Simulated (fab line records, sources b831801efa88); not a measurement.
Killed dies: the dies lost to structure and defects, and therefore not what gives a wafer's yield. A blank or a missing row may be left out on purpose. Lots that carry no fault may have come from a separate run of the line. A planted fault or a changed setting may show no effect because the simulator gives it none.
Which of the tools did it? + flow gf180mcu + Sampling: 11 lots, 32 wafers, 5 of 602 route steps

== WHAT THE GAUGES SHOWED, per wafer ==
GF_DUAL_GATE_THK_MEAS_03. Usual: DUAL_GATE_OXIDATION_00_THK gives 10.88 nm (standard deviation 0.23).
| lot  | measured     | on            | DUAL_GATE_OXIDATION_00_THK (nm) | flag |
|------|--------------|---------------|---------------------------------|------|
| L997 | day 7 22:57  | film_metro-03 | 10.66 10.69 10.50               |      |
| L999 | day 8 15:28  | film_metro-02 | 10.90 10.83 11.01               |      |
| L102 | day 9 11:29  | film_metro-04 | 11.18 11.20 11.22               |      |
| L105 | day 10 01:56 | film_metro-04 | 10.67 10.53 10.81               |      |
| L106 | day 10 08:31 | film_metro-03 | 11.15 11.28 11.23               |      |
| L107 | day 10 18:01 | film_metro-03 | 11.16 11.32 11.20               |      |
| L108 | day 11 01:10 | film_metro-04 | 10.74 10.85                     |      |
| L115 | day 13 01:10 | film_metro-04 | 10.74 11.01 10.84               |      |
| L116 | day 13 10:10 | film_metro-04 | 11.00 10.81 10.89               |      |
| L117 | day 13 11:49 | film_metro-04 | 10.83 10.66 10.88               |      |
| L118 | day 13 16:17 | film_metro-03 | 10.80 10.97 11.01               |      |

GF_HV_LDD_THK_MEAS_55. Usual: HV_LDD_CVD_54_THK gives 9.93 nm (standard deviation 0.13).
| lot  | measured     | on            | HV_LDD_CVD_54_THK (nm) | flag |
|------|--------------|---------------|------------------------|------|
| L997 | day 13 00:03 | film_metro-01 | 10.02 10.28 10.25      |      |
| L999 | day 13 15:05 | film_metro-02 | 10.06 9.98 9.73        |      |
| L102 | day 14 16:14 | film_metro-04 | 9.94 9.89 9.90         |      |
| L105 | day 15 12:05 | film_metro-04 | 9.89 9.85 9.86         |      |
| L106 | day 15 21:34 | film_metro-01 | 9.87 9.89 9.81         |      |
| L107 | day 16 04:23 | film_metro-01 | 9.97 9.97 9.90         |      |
| L108 | day 16 11:14 | film_metro-02 | 9.80 9.83              |      |
| L115 | day 18 21:53 | film_metro-04 | 9.83 9.84 9.91         |      |
| L116 | day 19 06:16 | film_metro-01 | 9.91 9.84 9.87         |      |
| L117 | day 19 08:01 | film_metro-01 | 9.90 10.12 10.01       |      |
| L118 | day 19 17:02 | film_metro-02 | 9.86 9.96 9.84         |      |

GF_M1_RS_MEAS_05: the measuring method here is four-point-probe. Usual: M1_ALCU_RS gives 0.0692 ohm/sq (standard deviation 0.00082).
| lot  | measured     | on            | M1_ALCU_RS (ohm/sq)                       | flag |
|------|--------------|---------------|-------------------------------------------|------|
| L997 | day 16 18:37 | film_metro-01 | 0.0687 0.0681 0.0687                      |      |
| L999 | day 17 11:38 | film_metro-03 | 0.0688 0.0680 0.0681                      |      |
| L102 | day 18 15:25 | film_metro-03 | 0.0691 0.0689 0.0688                      |      |
| L105 | day 19 13:37 | film_metro-03 | 0.0687 0.0687 0.0686                      |      |
| L106 | day 20 01:32 | film_metro-03 | 0.0693 0.0683 0.0688 0.0691 0.0682 0.0688 |      |
| L107 | day 20 07:24 | film_metro-04 | 0.0693 0.0692 0.0689 0.0694 0.0692 0.0688 |      |
| L108 | day 20 14:32 | film_metro-04 | 0.0686 0.0689 0.0684 0.0687               |      |
| L115 | day 23 03:19 | film_metro-03 | 0.0683 0.0695 0.0683                      |      |
| L116 | day 23 11:08 | film_metro-04 | 0.0687 0.0692 0.0682                      |      |
| L117 | day 23 13:17 | film_metro-04 | 0.0692 0.0684 0.0686                      |      |
| L118 | day 23 19:46 | film_metro-03 | 0.0702 0.0706 0.0702                      |      |

GF_M1_THK_MEAS_06: measures by xrf. Usual: M1_ALCU_THK gives 446 nm (standard deviation 5.8).
| lot  | measured     | on            | M1_ALCU_THK (nm)        | flag |
|------|--------------|---------------|-------------------------|------|
| L997 | day 16 18:43 | film_metro-01 | 448 453 447             |      |
| L999 | day 17 11:45 | film_metro-03 | 450 455 454             |      |
| L102 | day 18 15:31 | film_metro-03 | 447 446 450             |      |
| L105 | day 19 13:43 | film_metro-03 | 453 454 451             |      |
| L106 | day 20 03:40 | film_metro-03 | 412 456 450 411 454 449 |      |
| L107 | day 20 11:17 | film_metro-04 | 407 441 447 409 441 448 |      |
| L108 | day 20 17:48 | film_metro-04 | 412 447 411 447         |      |
| L115 | day 23 03:26 | film_metro-03 | 455 447 458             |      |
| L116 | day 23 11:15 | film_metro-04 | 444 444 448             |      |
| L117 | day 23 13:24 | film_metro-04 | 443 450 447             |      |
| L118 | day 23 19:53 | film_metro-03 | 439 440 442             |      |

== TOOL THAT RAN EACH LOT (tool first, then ch and the chambers of the sampled wafers, then the start) ==
| lot  | GF_M1_SPUTTER_04             |
|------|------------------------------|
| L997 | pvd_sputter-01, day 16 18:32 |
| L999 | pvd_sputter-01, day 17 11:35 |
| L102 | pvd_sputter-04, day 18 15:21 |
| L105 | pvd_sputter-04, day 19 13:33 |
| L106 | pvd_sputter-04, day 20 01:27 |
| L107 | pvd_sputter-04, day 20 07:22 |
| L108 | pvd_sputter-04, day 20 14:30 |
| L115 | pvd_sputter-04, day 23 03:17 |
| L116 | pvd_sputter-04, day 23 11:05 |
| L117 | pvd_sputter-04, day 23 13:14 |
| L118 | pvd_sputter-02, day 23 19:44 |
- GF_M1_SPUTTER_04: material TiN, target thk 50 nm, time 41.7 s.

== AS READ BY THE TOOLS THEMSELVES (means over the sampled wafers that have a number; for cases with no such wafer, the mark the record gives instead) ==
GF_M1_SPUTTER_04. Usual: throttle_valve_pct reads 30.0 % (standard deviation 0.85).
| lot  | tool           | throttle_valve_pct (%) | flag |
|------|----------------|------------------------|------|
| L997 | pvd_sputter-01 | 30.3                   |      |
| L999 | pvd_sputter-01 | 30.0                   |      |
| L102 | pvd_sputter-04 | 29.8                   |      |
| L105 | pvd_sputter-04 | 30.2                   |      |
| L106 | pvd_sputter-04 | 30.2                   |      |
| L107 | pvd_sputter-04 | 30.1                   |      |
| L108 | pvd_sputter-04 | 30.2                   |      |
| L115 | pvd_sputter-04 | 30.2                   |      |
| L116 | pvd_sputter-04 | 29.6                   |      |
| L117 | pvd_sputter-04 | 29.8                   |      |
| L118 | pvd_sputter-02 | 29.5                   |      |

== THE ANSWER, worked out from the rows above alone ==
Rule: lot off if the mean of its wafers having a number is beyond 3 standard deviations from the usual mean. A lot without any number at a reading at which 4 lots or more have one is off too. Any other lot the step has rows for is counted as sound. After the gauges, taken in route order, come the tools' own readings; for these a lot's mean is taken, as printed above. The first step at which some lot is off is used, and at that step the reading that is off furthest; a lot without a number counts as furthest.
No lot is off at any reading shown: from this, nothing can be told.

== WHAT THE SIMULATOR HAD PUT IN ==
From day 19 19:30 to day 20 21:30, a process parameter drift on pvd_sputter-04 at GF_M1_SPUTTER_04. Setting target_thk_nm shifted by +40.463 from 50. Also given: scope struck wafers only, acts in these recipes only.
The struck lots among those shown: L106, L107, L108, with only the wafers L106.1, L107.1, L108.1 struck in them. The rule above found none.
